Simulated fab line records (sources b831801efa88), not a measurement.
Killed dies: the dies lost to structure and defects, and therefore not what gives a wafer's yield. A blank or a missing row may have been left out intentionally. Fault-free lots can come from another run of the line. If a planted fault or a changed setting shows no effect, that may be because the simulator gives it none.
fab line records ; flow sky130
[record] lots = 13; wafers = 39; last-day = 50
route steps=708 shown FIELD_ISO@1 DNWELL@42 PWDE@52 SONOS_ONO@183
lots that met no fault: from a run of the same line without faults
start-h: hours from the record's opening day to when the first of the lot's shown wafers began ; wait-h: hours since the lot's step before ; " as in the row above ; L1.1+2: several wafers, shown together as one row ; - no value present, or no start provided ; * or withheld: withheld ; < > ~ a bound
route shown NAME@n: NAME is a module with steps in the file, n the number in the route of the first one ; usual: the fault-free wafers' mean and standard deviation ; same: alike in all rows ; chamber/n: place in a boat ; sites: the reading at each site ; _std_site: standard deviation across them ; _edge_site: outer sites' mean less inner sites' ; radius-mm: for every site, how far away it sits from the centre of the wafer ; mask NAME#n: copy n ; behind: the tool/chamber that last shaped the wafer ; hold: the reason the lot was held/the length of the hold in hours/how it ended ; device: which transistor (n, p or np) failed to switch ; end of line: tests run on the same wafers once the route is complete ; a step without rows: its recipe alone ; killed: not the wafer's yield, but the dies lost to structure and defects at the first sort ; map: a wafer's dies, marking killed ones x, the rest . and places with no die _
set.NAME: the setting the step ran with; set.NAME@STEP: the setting that earlier step ran with ; model.NAME: the simulator's own value behind a step, which no gauge read
the route's steps for a sample of lots (tables are steps, rows are wafers)
services: a tool's chamber out of use, with start hour (start-h, from the record's first day; less than 0 if before it), hours out, and reason
[[steps]]
[step SKY_FIELD_ISO_BOW_MEAS_00]
[recipe] mode = bow
[usual] INCOMING_BOW = -1/5.8
lot.wafer;tool;chamber;start-h;wait-h;INCOMING_BOW[um]
L527.2;film-metro-04;-;25.02;-;-13
L527.3;film-metro-04;-;25.02;-;2
L527.4;film-metro-04;-;25.02;-;-4
L528.1;film-metro-02;-;30.00;-;4
L528.2;film-metro-02;-;30.00;-;-7
L528.6;film-metro-02;-;30.00;-;0
L529.1;film-metro-04;-;35.00;-;1
L529.3;film-metro-04;-;35.00;-;1
L529.6;film-metro-04;-;35.00;-;1
L530.1;film-metro-03;-;40.00;-;1
L530.3;film-metro-03;-;40.00;-;-7
L530.4;film-metro-03;-;40.00;-;5
L535.1;film-metro-04;-;65.00;-;2
L535.5;film-metro-04;-;65.00;-;5
L535.6;film-metro-04;-;65.00;-;-1
L536.2;film-metro-02;-;70.02;-;2
L536.3;film-metro-02;-;70.02;-;1
L536.5;film-metro-02;-;70.02;-;10
L539.1;film-metro-02;-;85.00;-;-3
L539.3;film-metro-02;-;85.00;-;-7
L539.6;film-metro-02;-;85.00;-;6
L540.1;film-metro-02;-;90.00;-;3
L540.2;film-metro-02;-;90.00;-;-1
L540.5;film-metro-02;-;90.00;-;-3
L541.1;film-metro-03;-;95.00;-;-6
L541.3;film-metro-03;-;95.00;-;3
L541.6;film-metro-03;-;95.00;-;6
L543.2;film-metro-04;-;105.02;-;-2
L543.4;film-metro-04;-;105.02;-;-5
L543.6;film-metro-04;-;105.02;-;7
L545.1;film-metro-03;-;115.00;-;6
L545.3;film-metro-03;-;115.00;-;6
L545.5;film-metro-03;-;115.00;-;0
L546.1;film-metro-04;-;120.00;-;3
L546.2;film-metro-04;-;120.00;-;6
L546.5;film-metro-04;-;120.00;-;-3
L547.1;film-metro-02;-;125.00;-;-3
L547.5;film-metro-02;-;125.00;-;-2
L547.6;film-metro-02;-;125.00;-;-3
[step SKY_DNWELL_IMPLANT_07]
[recipe] species = P; energy-kev = withheld; dose-cm2 = withheld; tilt-deg = withheld
lot.wafer;tool;chamber;start-h;wait-h
L527.2+3+4;implanter-02;0;66.44;-
L528.1+2+6;implanter-03;0;70.87;-
L529.1+3+6;implanter-02;0;79.88;-
L530.1+3+4;implanter-03;0;88.48;-
L535.1+5+6;implanter-03;0;111.86;-
L536.2+3+5;implanter-03;0;115.69;-
L539.1+3+6;implanter-01;0;132.11;-
L540.1+2+5;implanter-02;0;133.91;-
L541.1+3+6;implanter-01;0;140.01;-
L543.2+4+6;implanter-02;0;185.40;-
L547.1+5+6;implanter-02;0;186.06;-
L546.1+2+5;implanter-02;0;186.68;-
L545.1+3+5;implanter-01;0;186.76;-
[step SKY_DNWELL_TW_MEAS_09]
[usual] DNWELL_TW = 1107/15
lot.wafer;tool;chamber;start-h;wait-h;DNWELL_TW
L527.2;film-metro-01;-;66.68;0.1;1092
L527.3;film-metro-01;-;66.68;0.1;1090
L527.4;film-metro-01;-;66.68;0.1;1091
L528.1;film-metro-03;-;71.12;0.1;1104
L528.2;film-metro-03;-;71.12;0.1;1101
L528.6;film-metro-03;-;71.12;0.1;1113
L529.1;film-metro-04;-;80.13;0.1;1123
L529.3;film-metro-04;-;80.13;0.1;1125
L529.6;film-metro-04;-;80.13;0.1;1120
L530.1;film-metro-03;-;88.73;0.1;1101
L530.3;film-metro-03;-;88.73;0.1;1097
L530.4;film-metro-03;-;88.73;0.1;1104
L535.1;film-metro-01;-;112.11;0.1;1138
L535.5;film-metro-01;-;112.11;0.1;1148
L535.6;film-metro-01;-;112.11;0.1;1146
L536.2;film-metro-03;-;115.92;0.1;1171
L536.3;film-metro-03;-;115.92;0.1;1168
L536.5;film-metro-03;-;115.92;0.1;1172
L539.1;film-metro-03;-;132.36;0.1;1110
L539.3;film-metro-03;-;132.36;0.1;1105
L539.6;film-metro-03;-;132.36;0.1;1110
L540.1;film-metro-04;-;134.16;0.1;1117
L540.2;film-metro-04;-;134.16;0.1;1114
L540.5;film-metro-04;-;134.16;0.1;1117
L541.1;film-metro-03;-;140.26;0.1;1108
L541.3;film-metro-03;-;140.26;0.1;1102
L541.6;film-metro-03;-;140.26;0.1;1101
L543.2;film-metro-04;-;185.64;0.1;1122
L543.4;film-metro-04;-;185.64;0.1;1123
L543.6;film-metro-04;-;185.64;0.1;1127
L547.1;film-metro-03;-;186.31;0.1;1106
L547.5;film-metro-03;-;186.31;0.1;1104
L547.6;film-metro-03;-;186.31;0.1;1108
L546.1;film-metro-03;-;186.93;0.1;1105
L546.2;film-metro-03;-;186.93;0.1;1106
L546.5;film-metro-03;-;186.93;0.1;1113
L545.1;film-metro-04;-;187.01;0.1;1120
L545.3;film-metro-04;-;187.01;0.1;1127
L545.5;film-metro-04;-;187.01;0.1;1121
[step SKY_PWDE_OVL_MEAS_07]
[usual] PWDE_OVL = 0.7/1.3
lot.wafer;tool;chamber;start-h;wait-h;PWDE_OVL[nm]
L527.2;overlay-01;-;82.45;-;2.9
L527.3;overlay-01;-;82.45;-;3.2
L527.4;overlay-01;-;82.45;-;0.9
L528.1;overlay-01;-;87.53;-;1.3
L528.2;overlay-01;-;87.53;-;-0.1
L528.6;overlay-01;-;87.53;-;1.4
L529.1;overlay-02;-;96.99;-;-0.5
L529.3;overlay-02;-;96.99;-;-2.1
L529.6;overlay-02;-;96.99;-;-2.0
L530.1;overlay-01;-;106.62;-;1.7
L530.3;overlay-01;-;106.62;-;0.7
L530.4;overlay-01;-;106.62;-;2.5
L535.1;overlay-02;-;128.24;-;-0.2
L535.5;overlay-02;-;128.24;-;-1.5
L535.6;overlay-02;-;128.24;-;1.1
L536.2;overlay-02;-;131.12;-;-0.6
L536.3;overlay-02;-;131.12;-;1.5
L536.5;overlay-02;-;131.12;-;0.7
L539.1;overlay-01;-;150.83;-;2.2
L539.3;overlay-01;-;150.83;-;0.7
L539.6;overlay-01;-;150.83;-;3.2
L540.1;overlay-01;-;152.63;-;0.6
L540.2;overlay-01;-;152.63;-;0.2
L540.5;overlay-01;-;152.63;-;1.0
L541.1;overlay-01;-;160.76;-;2.1
L541.3;overlay-01;-;160.76;-;0.8
L541.6;overlay-01;-;160.76;-;0.7
L543.2;overlay-01;-;206.87;-;1.2
L543.4;overlay-01;-;206.87;-;0.5
L543.6;overlay-01;-;206.87;-;1.1
L547.1;overlay-02;-;207.63;-;-0.7
L547.5;overlay-02;-;207.63;-;1.9
L547.6;overlay-02;-;207.63;-;0.9
L546.1;overlay-01;-;208.34;-;0.0
L546.2;overlay-01;-;208.34;-;0.9
L546.5;overlay-01;-;208.34;-;1.5
L545.1;overlay-01;-;208.69;-;0.1
L545.3;overlay-01;-;208.69;-;0.7
L545.5;overlay-01;-;208.69;-;0.6
[step SKY_SONOS_ONO_ETCH_15]
[recipe] target-depth-nm = 19.52; chemistry = CHF3/O2; source-w = 600; bias-w = 200; pressure-mtorr = 40; chf3-flow-sccm = 50; O2_flow_sccm = 5; time-s = 7.8
[usual] drypump-motor-current-A = 5.5/0.37; oes-product-au = 1.004/0.0078; throttle-valve-pct = 8.826/0.0096
[same] time-s = 7.8
lot.wafer;tool;chamber;start-h;wait-h;drypump-motor-current-A;oes-product-au;rf-hours-counter-h;throttle-valve-pct
L527.2;rie-diel-03;3;291.94;0.0;4.9;0.998;4;8.816
L527.3;rie-diel-03;2;291.94;0.0;5.4;1.007;4;8.819
L527.4;rie-diel-03;0;291.94;0.0;6.0;0.998;92;8.810
L528.1;rie-diel-04;2;299.98;0.0;5.7;0.998;67;8.822
L528.2;rie-diel-04;1;299.98;0.0;4.9;0.989;1;8.829
L528.6;rie-diel-04;1;299.98;0.0;4.9;0.992;-;8.831
L529.1;rie-diel-03;3;313.54;0.0;4.9;0.993;5;8.829
L529.3;rie-diel-03;2;313.54;0.0;5.4;1.002;5;8.827
L529.6;rie-diel-03;1;313.54;0.0;5.8;1.004;-;8.839
L530.1;rie-diel-04;1;328.67;0.0;4.8;1.002;1;8.819
L530.3;rie-diel-04;0;328.67;0.0;5.6;1.001;50;8.820
L530.4;rie-diel-04;0;328.67;0.0;5.6;1.001;-;8.818
L535.1;rie-diel-02;3;366.24;0.0;5.8;0.990;33;8.834
L535.5;rie-diel-02;3;366.24;0.0;5.9;0.999;-;8.823
L535.6;rie-diel-02;2;366.24;0.0;5.3;1.009;-;8.819
L536.2;rie-diel-03;1;366.72;0.0;5.8;1.006;8;8.831
L536.3;rie-diel-03;0;366.72;0.0;6.0;1.016;93;8.809
L536.5;rie-diel-03;2;366.72;0.0;5.4;1.014;-;8.840
L539.1;rie-diel-04;0;397.99;0.0;5.6;1.010;51;8.823
L539.3;rie-diel-04;1;397.99;0.0;4.9;0.997;2;8.827
L539.6;rie-diel-04;1;397.99;0.0;4.9;0.988;-;8.819
L540.1;rie-diel-02;0;401.92;0.0;5.4;1.014;12;8.815
L540.2;rie-diel-02;3;401.92;0.0;5.9;0.996;34;8.825
L540.5;rie-diel-02;0;401.92;0.0;5.4;1.012;-;8.830
L541.1;rie-diel-03;1;411.97;0.0;5.8;1.000;9;8.812
L541.3;rie-diel-03;3;411.97;0.0;4.9;0.999;7;8.811
L541.6;rie-diel-03;1;411.97;0.0;5.8;1.007;-;8.831
L543.2;rie-diel-02;2;477.53;0.0;5.3;1.010;6;8.819
L543.4;rie-diel-02;1;477.53;0.0;5.5;0.997;52;8.825
L543.6;rie-diel-02;1;477.53;0.0;5.5;1.004;-;8.811
L547.1;rie-diel-03;3;481.43;0.0;4.9;0.996;8;8.823
L547.5;rie-diel-03;3;481.43;0.0;4.9;1.012;-;8.820
L547.6;rie-diel-03;0;481.43;0.0;6.0;1.004;-;8.845
L545.1;rie-diel-03;3;484.23;0.0;4.9;1.010;8;8.836
L545.3;rie-diel-03;0;484.23;0.0;6.0;1.006;95;8.829
L545.5;rie-diel-03;3;484.23;0.0;4.9;1.016;-;8.831
L546.1;rie-diel-04;1;484.35;0.0;4.8;1.005;4;8.808
L546.2;rie-diel-04;2;484.35;0.0;5.8;0.997;70;8.829
L546.5;rie-diel-04;0;484.35;0.0;5.6;0.996;-;8.824
[[services]]
tool;chamber;start-h;hours;kind
implanter-03;-;60.02;2.7;repair
implanter-03;-;64.34;3.3;repair
rie-diel-03;0;83.31;7.1;repair
rie-diel-04;-;105.75;15.6;pm
rie-diel-04;1;155.44;2.0;repair
implanter-03;-;204.68;10.4;repair
rie-diel-04;1;222.11;4.1;repair
rie-diel-03;1;237.72;10.1;repair
rie-diel-04;0;238.51;3.1;repair
implanter-03;-;244.55;5.0;repair
rie-diel-03;3;252.25;5.5;repair
implanter-03;-;254.01;0.5;repair
rie-diel-04;1;266.52;13.4;repair
rie-diel-04;2;270.31;5.6;repair
rie-diel-04;0;294.83;8.1;repair
implanter-03;-;297.52;0.8;repair
implanter-02;-;323.91;3.4;repair
rie-diel-03;1;338.28;1.8;repair
implanter-02;-;353.53;0.6;repair
rie-diel-03;0;359.51;5.6;repair
implanter-02;-;364.95;3.9;repair
rie-diel-03;2;401.61;14.4;repair
rie-diel-03;0;435.89;4.0;repair
implanter-02;-;459.75;7.7;pm
[[key]]
[first-sign] step = SKY_DNWELL_TW_MEAS_09; reading = DNWELL_TW; direction = up; sigmas = 3.4; usual = 1107; struck = 1157
effect none on later readings
met-at SKY_DNWELL_IMPLANT_07
struck-lots L535,L536
tester-left-out L535,L536
not-acting-at SKY_FIELD_ISO_BOW_MEAS_00,SKY_PWDE_OVL_MEAS_07,SKY_SONOS_ONO_ETCH_15
onset-between 88.48 111.86
[fault] kind = process-parameter-drift; tool = implanter-03; chamber = -; onset-h = 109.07; steps = SKY_DNWELL_IMPLANT_07; channel = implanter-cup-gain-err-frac; offset = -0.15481; shape = step; end-h = 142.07
// tester-left-out: of these lots the tester's yield and bins aren't shown, on N5 and GAA mostly nor the transistor test; their killed dies are dies lost to structure and defects alone, not to doping, threshold or leakage, so they don't give the yield
